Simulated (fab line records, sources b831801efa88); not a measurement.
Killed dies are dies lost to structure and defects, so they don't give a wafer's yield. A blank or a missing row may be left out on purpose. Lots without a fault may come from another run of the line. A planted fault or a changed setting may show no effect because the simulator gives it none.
Which tool did it? | flow sky130 | 11 lots, 33 wafers sampled, at 3 steps of a route of 708

WHAT THE GAUGES READ, wafer by wafer
SKY_VIA3_THK_MEAS_01.
lot  | measured     | on            | VIA3_HDPCVD_THK (nm)
L365 | day 38 06:14 | film_metro-01 | 1593 1642 1600
L366 | day 38 13:29 | film_metro-01 | 1607 1623 1612
L370 | day 39 22:22 | film_metro-03 | 1620 1635 1624
L376 | day 41 10:02 | film_metro-03 | 1637 1641 1652
L378 | day 42 09:14 | film_metro-01 | 1604 1626 1642
L379 | day 42 13:08 | film_metro-04 | 1652 1638 1622
L380 | day 44 00:46 | film_metro-03 | 1632 1612 1643
L381 | day 44 03:43 | film_metro-03 | 1625 1648 1652
L386 | day 44 11:02 | film_metro-01 | 1645 1637 1636
L387 | day 44 14:14 | film_metro-04 | 1621 1622 1639
L388 | day 44 20:38 | film_metro-04 | 1670 1632 1624

WHICH TOOL RAN EACH LOT (tool, then ch and the chambers of the sampled wafers, then the start)
lot  | SKY_CAPM_SPUTTER_02          | SKY_METAL3_ETCH_16
L365 | pvd_sputter-04, day 36 03:22 | rie_metal-01 ch 0, day 38 05:05
L366 | pvd_sputter-02, day 36 13:10 | rie_metal-01 ch 0, day 38 12:20
L370 | pvd_sputter-01, day 37 21:39 | rie_metal-02 ch 0,1, day 39 21:05
L376 | pvd_sputter-02, day 39 07:59 | rie_metal-01 ch 0,1, day 41 08:57
L378 | pvd_sputter-02, day 40 08:14 | rie_metal-04 ch 0,1, day 42 08:00
L379 | pvd_sputter-02, day 40 11:54 | rie_metal-04 ch 0,1, day 42 11:45
L380 | pvd_sputter-04, day 42 02:43 | rie_metal-01 ch 0,1, day 43 23:41
L381 | pvd_sputter-01, day 42 06:40 | rie_metal-04 ch 0,1, day 44 02:29
L386 | pvd_sputter-01, day 42 12:55 | rie_metal-02 ch 1, day 44 09:52
L387 | pvd_sputter-04, day 42 15:41 | rie_metal-02 ch 1, day 44 13:07
L388 | pvd_sputter-01, day 42 22:25 | rie_metal-01 ch 0,1, day 44 19:33
- SKY_CAPM_SPUTTER_02: material TiN, target thk 200 nm, time 166.7 s.
- SKY_METAL3_ETCH_16: etches BARC in N2/H2, stops on SiO2, time 88.2 s, target depth 60 nm.

THE ANSWER, worked out from the rows above alone
Rule: what is usual is taken from the lots themselves. Put in order of their means at a reading, lots are off if they are a third of the lots or fewer, leave a main group of 4 or more, and stand apart from it by a gap of 3 or more times the standard deviation of the main group's means; of several such gaps the widest counts. A main group whose means are all the same, to the digits that the tables above print for the reading, isn't used. A lot without any number at a reading at which 4 lots or more have one is off too. The other lots that the step has rows for count as sound.
No lot is off at any reading shown: from this, nothing can be told.

WHAT THE SIMULATOR HAD PUT IN
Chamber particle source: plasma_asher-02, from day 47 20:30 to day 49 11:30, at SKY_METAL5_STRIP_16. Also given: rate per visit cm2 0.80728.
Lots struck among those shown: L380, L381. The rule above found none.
